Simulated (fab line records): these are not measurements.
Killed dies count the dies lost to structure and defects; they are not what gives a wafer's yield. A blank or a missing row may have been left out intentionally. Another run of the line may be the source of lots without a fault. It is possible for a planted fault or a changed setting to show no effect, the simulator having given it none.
Which tool is to blame? ; flow sky130 ; 12 lots with 36 wafers sampled at 2 steps, on a route of 708 steps

## WHAT THE GAUGES SHOWED, per wafer
SKY_METAL1_CD_MEAS_15: the cd target is 140 nm.
lot;measured;on;cd_nm (nm)
L075;day 32 17:14;cd_sem-01;137.2 138.6 136.7
L077;day 33 15:53;cd_sem-02;140.3 139.8 140.1
L079;day 34 20:29;cd_sem-02;140.3 140.0 140.2
L081;day 34 22:45;cd_sem-02;142.0 141.3 141.8
L083;day 35 16:39;cd_sem-02;140.6 141.1 139.8
L085;day 36 03:49;cd_sem-01;139.1 140.5 141.0
L087;day 36 22:05;cd_sem-02;141.3 144.1 144.2
L089;day 37 10:35;cd_sem-01;140.4 138.5 137.8
L091;day 38 07:23;cd_sem-02;138.4 137.3 137.8
L093;day 39 03:35;cd_sem-02;138.3 138.6 137.4
L094;day 39 06:40;cd_sem-01;141.1 141.7 140.2
L097;day 39 21:09;cd_sem-01;141.9 141.3 144.0

## WHAT TOOL EACH LOT RAN ON (gives the tool, then ch and the chambers of the sampled wafers, and finally the start)
lot;SKY_CONTACT_ETCH_18
L075;rie_diel-01 ch 1,2,3, day 32 17:14 or earlier
L077;rie_diel-03 ch 1,2, day 33 15:53 or earlier
L079;rie_diel-03 ch 0,2,3, day 34 20:29 or earlier
L081;rie_diel-03 ch 1,2,3, day 34 22:45 or earlier
L083;rie_diel-02 ch 1,2,3, day 35 16:39 or earlier
L085;rie_diel-02 ch 0,2,3, day 36 03:49 or earlier
L087;rie_diel-02 ch 0,1,2, day 36 22:05 or earlier
L089;rie_diel-01 ch 0,2,3, day 37 10:35 or earlier
L091;rie_diel-01 ch 0,2, day 38 07:23 or earlier
L093;rie_diel-03 ch 1,2,3, day 39 03:35 or earlier
L094;rie_diel-03 ch 0,1,3, day 39 06:40 or earlier
L097;rie_diel-01 ch 0,3, day 39 21:09 or earlier
- SKY_CONTACT_ETCH_18: etches Si3N4 in CHF3/O2, stops on TiN, time 39 s, target depth 75 nm.

## THE ANSWER, worked out from the rows above alone
Rule: what is usual is taken from the lots themselves. The widest of any qualifying gaps counts: lots, ordered by their means at a reading, are off when they make up no more than a third of the lots, leave a main group of 4 or more, and stand apart from it by 3 or more times the standard deviation of that group's means. The tables above print the reading to a certain number of digits; a main group whose means all agree to those digits is not used. A lot without any number at a reading at which 4 lots or more have one is off too. Where the step has rows for the other lots, those lots are counted as sound.
None of the lots is off at any reading shown; this tells nothing.

## WHAT WAS PUT IN BY THE SIMULATOR
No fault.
